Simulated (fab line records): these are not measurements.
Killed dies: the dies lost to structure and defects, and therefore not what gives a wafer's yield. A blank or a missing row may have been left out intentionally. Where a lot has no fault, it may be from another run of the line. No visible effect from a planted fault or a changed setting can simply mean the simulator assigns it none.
One fault seen from 2 desks | flow sky130 | only its own numbers are on each desk; what lay behind them is given at the end

FOR THE TOOL OWNER'S DESK: implanter-03
For each lot that ran on this tool, the mean over its sampled wafers that have a number, from the tool's own readings at SKY_VT_ADJUST_HVTP_IMPLANT_09. If a lot's mean is further than 4 standard deviations from the usual mean, the lot is out of limits and carries the mark OUT (the distance appears in the brackets).
Columns: A = beamEnergyKeV at SKY_VT_ADJUST_HVTP_IMPLANT_09, usual 150.00
lot  | first seen here | A
L835 | day 6 12:04     | 149.95
L841 | day 8 05:55     | 150.00
L842 | day 8 18:25     | 140.97 (-99 or more) OUT
L843 | day 9 12:08     | 140.99 (-99 or more) OUT
L846 | day 9 14:56     | 141.06 (-99 or more) OUT
This desk's verdict: out of limits on L842, L843, L846, starting with L842 at day 8 18:25 (beamEnergyKeV at SKY_VT_ADJUST_HVTP_IMPLANT_09). L835, L841: within limits.

AT THE METROLOGY DESK
What the gauges read, lot by lot, whatever tool the lot ran on: means of the sampled wafers that have a number. If a lot's mean is further than 4 standard deviations from the usual mean, the lot is out of limits and carries the mark OUT (the distance appears in the brackets).
Columns: A = LDD_P_OVL at SKY_LDD_P_OVL_MEAS_08, usual -0.1 nm; B = LDD_HVP_TW at SKY_LDD_HVP_TW_MEAS_10, usual 458.4; C = RES_XHIGH_RS at SKY_SD_N_RS_MEAS_18, usual 332.9 ohm/sq
lot  | first seen here | A    | B     | C
L833 | day 18 20:46    | -2.5 | 457.5 | 332.9
L834 | day 19 02:25    | -1.0 | 458.2 | 333.4
L835 | day 19 12:48    | 0.5  | 461.8 | 332.7
L841 | day 22 01:58    | -0.7 | 458.6 | 333.3
L842 | day 23 00:32    | -0.1 | 456.6 | 331.7
L843 | day 23 22:01    | -0.8 | 456.1 | 333.3
L844 | day 23 22:52    | 0.9  | 456.8 | 333.2
L846 | day 24 03:37    | -1.4 | 461.9 | 333.6
L848 | day 24 15:46    | -0.9 | 458.4 | 333.4
L849 | day 24 19:32    | 0.4  | 459.6 | 332.8
L851 | day 25 13:43    | 1.2  | 458.7 | 332.7
L850 | day 25 14:51    | 0.4  | 461.7 | 331.3
L852 | day 25 19:54    | 0.3  | 459.1 | 332.1
L855 | day 26 12:40    | 0.0  | 459.9 | 334.3
L856 | day 27 03:44    | -0.7 | 456.3 | 334.7
Result from this desk: across the 15 lots, nothing is out of limits.

PUT TOGETHER
The tool owner's desk could have raised an alarm at day 8 18:25, on L842, L843, L846.
Metrology desk: nothing out of limits seen.
The metrology desk holds a record of L842, L843, L846, inside its limits.
Of the lots named, all ran SKY_VT_ADJUST_HVTP_IMPLANT_09 on implanter-03.

WHAT THE SIMULATOR HAD PUT IN
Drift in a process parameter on implanter-03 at SKY_VT_ADJUST_HVTP_IMPLANT_09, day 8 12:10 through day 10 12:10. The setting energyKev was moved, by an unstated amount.
Shown lots that were struck: L842, L843, L846.
How many hours passed from the start of the fault until each desk's first out-of-limits reading: the tool owner's desk, 6.
